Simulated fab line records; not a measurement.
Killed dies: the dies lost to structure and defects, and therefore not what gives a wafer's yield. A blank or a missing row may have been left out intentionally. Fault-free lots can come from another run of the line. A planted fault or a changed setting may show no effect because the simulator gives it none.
Struck lot and sound lot, side by side + flow sky130 + 17 steps out of a route of 708
Sound: wafers L665.1, L665.4, L665.6. The struck wafers were L685.1, L685.5, L685.6. Last of all comes the cause.
At each step with rows: each side's tool, then ch and its chambers, then its first start. Under that, the readings that differ: sound wafers + struck wafers + difference of the means + sigmas: that difference in standard deviations of wafers without a fault.
alike: a reading whose means differ by less than 2 such deviations, as well as words and numbers matching on both sides. not compared: withheld readings; readings where some wafer has no value; bounds like >300 that might hide an equal value; numbers whose values overlap and for which the record gives no deviation.
Wherever a step has rows on one side only, a row that says differs or no value, or a row with sigmas, the two part there. Numbers that have no deviation but don't overlap get no sigmas and don't part them. A reading missing from all wafers of one side parts the sides only when that side holds two or more wafers.

first, 1 step without rows for these wafers: SKY_VT_ADJUST_LVTN_IMPLANT_19.
SKY_VT_ADJUST_LVTN_STRIP_20: strips in O2/N2.
  sound on plasma-asher-04 ch 0,1, day 8 09:27; struck on plasma-asher-04 ch 0,1, day 13 21:10
  alike: drypump-motor-current-A, oes-product-au, strip-time-to-endpoint-s
  not compared: rf-hours-counter-h
SKY_VT_ADJUST_LVTN_TW_MEAS_21:
  sound on film-metro-04, day 8 09:33; struck on film-metro-01, day 13 21:16
  alike: VT_ADJUST_LVTN_2_TW
then, 7 steps without rows for these wafers: SKY_VT_ADJUST_NCORE_DEHYDRATE_00 (time 60 s); SKY_VT_ADJUST_NCORE_HMDS_01 (prime time 60 s); SKY_VT_ADJUST_NCORE_COAT_02 (resist thk 1140 nm); SKY_VT_ADJUST_NCORE_SOFTBAKE_03 (time 60 s); SKY_VT_ADJUST_NCORE_EXPOSE_04 (exposes mask LVTN COMPLEMENT THIN, target cd 380 nm); SKY_VT_ADJUST_NCORE_PEB_05; SKY_VT_ADJUST_NCORE_DEVELOP_06 (develop time 60 s).
SKY_VT_ADJUST_NCORE_CD_MEAS_07: the cd target is 380 nm.
  sound on cd-sem-02, day 9 07:14; struck on cd-sem-02, day 15 00:04
  alike: cd-nm
SKY_VT_ADJUST_NCORE_OVL_MEAS_08:
  sound on overlay-02, day 9 07:22; struck on overlay-02, day 15 00:11
| reading                  | sound       | struck         | difference | sigmas |
|--------------------------|-------------|----------------|------------|--------|
| VT_ADJUST_NCORE_OVL (nm) | 1.9 0.3 1.6 | -2.8 -2.3 -3.8 | -4.2       | -3     |
SKY_VT_ADJUST_NCORE_IMPLANT_09:
  sound on implanter-02 ch 0, day 9 07:23; struck on implanter-02 ch 0, day 15 00:13
| reading            | sound                           | struck                           | difference  | sigmas      |
|--------------------|---------------------------------|----------------------------------|-------------|-------------|
| dose-ions-cm2      | 2.401e+12 2.3984e+12 2.4043e+12 | 2.6881e+12 2.6857e+12 2.6872e+12 | +2.8577e+11 | +99 or more |
| faraday-current-uA | 13.9 13.3 13.7                  | 15.4 14.8 14.6                   | +1.3        | +4          |
SKY_VT_ADJUST_NCORE_STRIP_10: strips in O2/N2.
  sound on plasma-asher-01 ch 0,1, day 9 07:32; struck on plasma-asher-04 ch 0,1, day 15 00:22
  alike: drypump-motor-current-A, oes-product-au, strip-time-to-endpoint-s
  not compared: rf-hours-counter-h
SKY_VT_ADJUST_NCORE_TW_MEAS_11:
  sound on film-metro-04, day 9 07:38; struck on film-metro-01, day 15 00:28
| reading            | sound             | struck            | difference | sigmas |
|--------------------|-------------------|-------------------|------------|--------|
| VT_ADJUST_NCORE_TW | 215.7 216.0 216.2 | 222.7 223.4 221.7 | +6.6       | +7     |
then, 1 step without rows for these wafers: SKY_VT_ADJUST_HVTR_DEHYDRATE_00 (time 60 s).
-- a jump in the record: the struck wafers' starts before and after are 37 days apart (it breaks off in module VT_ADJUST_HVTR and resumes in module PAD_OPEN, where the first step shown is number 708 of the route) --
SKY_PAD_OPEN_PROBE_99:
  sound on prober-02, day 46 21:03; struck on prober-02, day 51 16:55
| reading                                    | sound                         | struck                       | difference | sigmas |
|--------------------------------------------|-------------------------------|------------------------------|------------|--------|
| killed_at_M0_to_M3                         | 37 40 44                      | 63 52 49                     | +14        | +2     |
| model.etest.nfet_16v.r-on-ohm-um           | 1.338e+04 1.335e+04 1.338e+04 | 1.468e+04 1.46e+04 1.454e+04 | +1.237e+03 |        |
| model.etest.pfet-g5v0d10v5.r-on-ohm-um     | 4773 4640 4721                | 4580 4500 4518               | -179       |        |
| model.etest.res-pwell-under-gate.rs-ohm-sq | 2283 2283 2273                | 2242 2228 2254               | -38        |        |
| model.etest.pfet-g5v0d10v5.drive-ua-um     | 341.6 349.9 347.2             | 358.5 363.9 363.2            | +15.6      |        |
| model.etest.pfet_16v.drive-ua-um           | 250.4 254.9 249.9             | 256.7 257.8 263.1            | +7.5       |        |
| model.etest.nfet_16v.drive-ua-um           | 229.8 234.6 230               | 213.8 221.7 218.6            | -13.4      |        |
| model.etest.pfet_01v8_mvt.drive-ua-um      | 150.8 152.8 153               | 161.8 168.7 161.1            | +11.7      |        |
  alike: killed_at_M4_up, killed-at-contacts, killed-at-front-end, killed-at-other, killed-dies, killed-open, killed-short
  not compared: model.etest.nfet-g5v0d10v5.drive-ua-um

WHERE THEY PART
Earliest at SKY_VT_ADJUST_NCORE_OVL_MEAS_08; latest, in this record, at SKY_PAD_OPEN_PROBE_99.

WHY: what had been put in by the simulator
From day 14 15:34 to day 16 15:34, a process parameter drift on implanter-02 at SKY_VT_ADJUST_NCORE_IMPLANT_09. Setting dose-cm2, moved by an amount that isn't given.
